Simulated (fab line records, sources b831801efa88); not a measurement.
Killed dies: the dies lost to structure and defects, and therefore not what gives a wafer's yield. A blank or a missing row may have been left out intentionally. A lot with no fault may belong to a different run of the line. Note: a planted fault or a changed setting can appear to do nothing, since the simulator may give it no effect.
Chamber matching :: flow sfq-line :: SFQ_TRILAYER_C5_ETCH_VIA_ETCH_154 on rie-diel-02 has 4 sister chambers
The step etches SiO2 in CHF3, stops on Nb, target depth 84 nm. 8 wafers are shown with their chamber, then 7 later ones without.

## WAFERS WITH THEIR CHAMBER
wafer: L550.4
chamber: 2
drypump-motor-current-A (A): 5.4
oes-product-au (a.u.): 0.902

wafer: L550.6
chamber: 2
drypump-motor-current-A (A): 5.4
oes-product-au (a.u.): 0.899

wafer: L553.1
chamber: 1
drypump-motor-current-A (A): 5.4
oes-product-au (a.u.): 0.893

wafer: L553.5
chamber: 1
drypump-motor-current-A (A): 5.4
oes-product-au (a.u.): 0.891

wafer: L556.4
chamber: 0
drypump-motor-current-A (A): 6.4
oes-product-au (a.u.): 0.897

wafer: L556.5
chamber: 3
drypump-motor-current-A (A): 6.3
oes-product-au (a.u.): 0.898

wafer: L559.1
chamber: 3
drypump-motor-current-A (A): 6.3
oes-product-au (a.u.): 0.876

wafer: L559.3
chamber: 0
drypump-motor-current-A (A): 6.5
oes-product-au (a.u.): 0.895

## WAFERS WHOSE CHAMBER IS MISSING
wafer: L559.5
drypump-motor-current-A (A): 5.4
oes-product-au (a.u.): 0.887

wafer: L566.2
drypump-motor-current-A (A): 5.4
oes-product-au (a.u.): 0.900

wafer: L566.5
drypump-motor-current-A (A): 5.4
oes-product-au (a.u.): 0.905

wafer: L566.6
drypump-motor-current-A (A): 6.3
oes-product-au (a.u.): 0.896

wafer: L572.1
drypump-motor-current-A (A): 5.4
oes-product-au (a.u.): 0.888

wafer: L572.4
drypump-motor-current-A (A): 6.3
oes-product-au (a.u.): 0.892

wafer: L572.5
drypump-motor-current-A (A): 6.4
oes-product-au (a.u.): 0.889

## EACH ONE'S CHAMBER
wafer: L559.5
from the rows above: can't be placed: 1 or 2
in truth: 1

wafer: L566.2
from the rows above: can't be placed: 2 or 1
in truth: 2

wafer: L566.5
from the rows above: can't be placed: 2 or 1
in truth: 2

wafer: L566.6
from the rows above: 3
in truth: 3

wafer: L572.1
from the rows above: can't be placed: 1 or 2
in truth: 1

wafer: L572.4
from the rows above: 3
in truth: 3

wafer: L572.5
from the rows above: can't be placed: 0 or 3
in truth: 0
Correctly placed: 2 of 7. From these rows, 5 cannot be placed; in 5 the true chamber is one of the candidates. 0 placed wrongly.
How it was worked out, from the rows above alone: a wafer's distance from a chamber is the root of the sum, over the readings, of the square of ((its reading less the chamber's mean) divided by the reading's scatter). The wafer belongs to the nearest chamber; if the next one is less than 2 further off, it can't be placed. For every chamber, the mean is computed from those of its wafers that are shown. The scatter: the root of (the sum of the squares of (reading less its chamber's mean) over the shown wafers, divided by (wafers less chambers)).
